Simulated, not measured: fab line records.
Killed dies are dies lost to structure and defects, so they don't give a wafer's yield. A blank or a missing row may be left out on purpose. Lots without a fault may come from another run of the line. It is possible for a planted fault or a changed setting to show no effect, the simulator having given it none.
Split-lot experiment :: flow sky130 :: on a route of 708 steps: 5 lots, 23 wafers read

## THE SPLIT ITSELF
At SKY_LDD_LDN_IMPLANT_11, the setting energy kev was moved away from the recipe's 15 on 6 of the 23 wafers read, by +3.5% to +5.4%. For the rest of the wafers, this setting stayed at what the recipe calls for.

The split's own step is where the reading is taken.

## THE READING
implant.drp nm (the simulator's own value, which no gauge read), in nm, at SKY_LDD_LDN_IMPLANT_11. There is no usual value for it anywhere in the file.

wafer: L074.1
tool, chamber at the split: implanter-01, 0
energy kev as run: 15
against the recipe: recipe
implant.drp nm, nm: 5.933
against lot-mates on the recipe: -

wafer: L074.2
tool, chamber at the split: implanter-01, 0
energy kev as run: 15
against the recipe: recipe
implant.drp nm, nm: 5.933
against lot-mates on the recipe: -

wafer: L074.3
tool, chamber at the split: implanter-01, 0
energy kev as run: 15
against the recipe: recipe
implant.drp nm, nm: 5.933
against lot-mates on the recipe: -

wafer: L074.4
tool, chamber at the split: implanter-01, 0
energy kev as run: 15
against the recipe: recipe
implant.drp nm, nm: 5.933
against lot-mates on the recipe: -

wafer: L074.6
tool, chamber at the split: implanter-01, 0
energy kev as run: 15
against the recipe: recipe
implant.drp nm, nm: 5.933
against lot-mates on the recipe: -

wafer: L075.1
tool, chamber at the split: implanter-03, 0
energy kev as run: 15
against the recipe: recipe
implant.drp nm, nm: 5.933
against lot-mates on the recipe: -

wafer: L075.3
tool, chamber at the split: implanter-03, 0
energy kev as run: 15
against the recipe: recipe
implant.drp nm, nm: 5.933
against lot-mates on the recipe: -

wafer: L075.4
tool, chamber at the split: implanter-03, 0
energy kev as run: 15
against the recipe: recipe
implant.drp nm, nm: 5.933
against lot-mates on the recipe: -

wafer: L075.5
tool, chamber at the split: implanter-03, 0
energy kev as run: 15
against the recipe: recipe
implant.drp nm, nm: 5.933
against lot-mates on the recipe: -

wafer: L075.6
tool, chamber at the split: implanter-03, 0
energy kev as run: 15
against the recipe: recipe
implant.drp nm, nm: 5.933
against lot-mates on the recipe: -

wafer: L076.1
tool, chamber at the split: implanter-03, 0
energy kev as run: 15.81
against the recipe: +5.4%
implant.drp nm, nm: 6.146
against lot-mates on the recipe: +0.213

wafer: L076.2
tool, chamber at the split: implanter-03, 0
energy kev as run: 15.81
against the recipe: +5.4%
implant.drp nm, nm: 6.146
against lot-mates on the recipe: +0.213

wafer: L076.5
tool, chamber at the split: implanter-03, 0
energy kev as run: 15.81
against the recipe: +5.4%
implant.drp nm, nm: 6.146
against lot-mates on the recipe: +0.213

wafer: L076.3
tool, chamber at the split: implanter-03, 0
energy kev as run: 15
against the recipe: recipe
implant.drp nm, nm: 5.933
against lot-mates on the recipe: -

wafer: L076.6
tool, chamber at the split: implanter-03, 0
energy kev as run: 15
against the recipe: recipe
implant.drp nm, nm: 5.933
against lot-mates on the recipe: -

wafer: L077.1
tool, chamber at the split: implanter-01, 0
energy kev as run: 15.52
against the recipe: +3.5%
implant.drp nm, nm: 6.07
against lot-mates on the recipe: +0.137

wafer: L077.4
tool, chamber at the split: implanter-01, 0
energy kev as run: 15.52
against the recipe: +3.5%
implant.drp nm, nm: 6.07
against lot-mates on the recipe: +0.137

wafer: L077.6
tool, chamber at the split: implanter-01, 0
energy kev as run: 15.52
against the recipe: +3.5%
implant.drp nm, nm: 6.07
against lot-mates on the recipe: +0.137

wafer: L077.2
tool, chamber at the split: implanter-01, 0
energy kev as run: 15
against the recipe: recipe
implant.drp nm, nm: 5.933
against lot-mates on the recipe: -

wafer: L077.3
tool, chamber at the split: implanter-01, 0
energy kev as run: 15
against the recipe: recipe
implant.drp nm, nm: 5.933
against lot-mates on the recipe: -

wafer: L081.1
tool, chamber at the split: implanter-03, 0
energy kev as run: 15
against the recipe: recipe
implant.drp nm, nm: 5.933
against lot-mates on the recipe: -

wafer: L081.2
tool, chamber at the split: implanter-03, 0
energy kev as run: 15
against the recipe: recipe
implant.drp nm, nm: 5.933
against lot-mates on the recipe: -

wafer: L081.3
tool, chamber at the split: implanter-03, 0
energy kev as run: 15
against the recipe: recipe
implant.drp nm, nm: 5.933
against lot-mates on the recipe: -

FIT RESULTS
A straight line over all 23 wafers: implant.drp nm changes by +0.0395 nm for each +1% of energy kev; r = +1.00; the points scatter about the line by 8.2e-05 nm.
The same after taking each lot's own level away (the mean of its wafers on the recipe; 23 wafers): +0.0395 nm for each +1%; r = +1.00; scatter 8.2e-05 nm.
According to that fit, moving energy kev by its largest amount changes the reading by 0.21 nm.
The lots' own levels span 5.9330 to 5.9330 nm.
So the lot-to-lot level changes the slope little: the two slopes agree.
Check: for one of the wafers moved furthest among these (+5.4%), held out of the fit, the line's prediction against its lot-mates is +0.213 nm. It came out at +0.213 nm against them.

## THESE WAFERS: OTHER SPLITS
Note: prior to the reading, these wafers also went through further splits. Each is held against what the fit with the lots' levels taken away leaves over:
other split on the same wafers: SKY_VT_ADJUST_HVTR_IMPLANT_09 dose cm2
wafers away from the commonest value: 7
r with implant.drp nm (lot level and that fit taken away): +0.07

other split on the same wafers: SKY_SONOS_TUNNEL_DEVELOP_06 develop time s
wafers away from the commonest value: 8
r with implant.drp nm (lot level and that fit taken away): +0.42

other split on the same wafers: SKY_SONOS_ONO_EXPOSE_10 dose mj
wafers away from the commonest value: 7
r with implant.drp nm (lot level and that fit taken away): +0.28

other split on the same wafers: SKY_GATE_OXIDE_OXIDATION_01 ox time s
wafers away from the commonest value: 18
r with implant.drp nm (lot level and that fit taken away): -0.18

other split on the same wafers: SKY_GATE_OXIDE_IMPLANT_11 energy kev
wafers away from the commonest value: 5
r with implant.drp nm (lot level and that fit taken away): -0.07

other split on the same wafers: SKY_RES_PROTECT_COAT_02 resist thk nm
wafers away from the commonest value: 12
r with implant.drp nm (lot level and that fit taken away): -0.58

other split on the same wafers: SKY_POLY_GATE_IMPLANT_02 dose cm2
wafers away from the commonest value: 6
r with implant.drp nm (lot level and that fit taken away): +0.66

other split on the same wafers: SKY_LDD_N_IMPLANT_09 energy kev
wafers away from the commonest value: 10
r with implant.drp nm (lot level and that fit taken away): +0.02

other split on the same wafers: SKY_LDD_P_COAT_02 resist thk nm
wafers away from the commonest value: 8
r with implant.drp nm (lot level and that fit taken away): +0.13

other split on the same wafers: SKY_LDD_P_DEVELOP_06 dev temp c
wafers away from the commonest value: 10
r with implant.drp nm (lot level and that fit taken away): -0.19

other split on the same wafers: SKY_LDD_HVN_IMPLANT_08 dose cm2
wafers away from the commonest value: 11
r with implant.drp nm (lot level and that fit taken away): +0.04

other split on the same wafers: SKY_LDD_HVP_SOFTBAKE_03 temp c
wafers away from the commonest value: 12
r with implant.drp nm (lot level and that fit taken away): -0.37

other split on the same wafers: SKY_LDD_HVP_DEVELOP_06 develop time s
wafers away from the commonest value: 7
r with implant.drp nm (lot level and that fit taken away): -0.03

other split on the same wafers: SKY_LDD_LDN_IMPLANT_09 energy kev
wafers away from the commonest value: 6
r with implant.drp nm (lot level and that fit taken away): +0.34

## THE WHOLE CHAIN: every reading that the file lists as answering this split, in the file's order
step: SKY_LDD_LDN_IMPLANT_11
what it does: 
reading: implant.rp nm (the simulator's own value, which no gauge read)
change (the file's fit): +0.0884 nm for each +1% of the setting
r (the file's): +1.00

step: SKY_LDD_LDN_IMPLANT_11
what it does: 
reading: implant.drp nm (the simulator's own value, which no gauge read)
change (the file's fit): +0.0394 nm for each +1% of the setting
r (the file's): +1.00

## FILE'S OWN FIT
implant.drp nm changes by +0.0394 nm for each +1% of energy kev, r = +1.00.
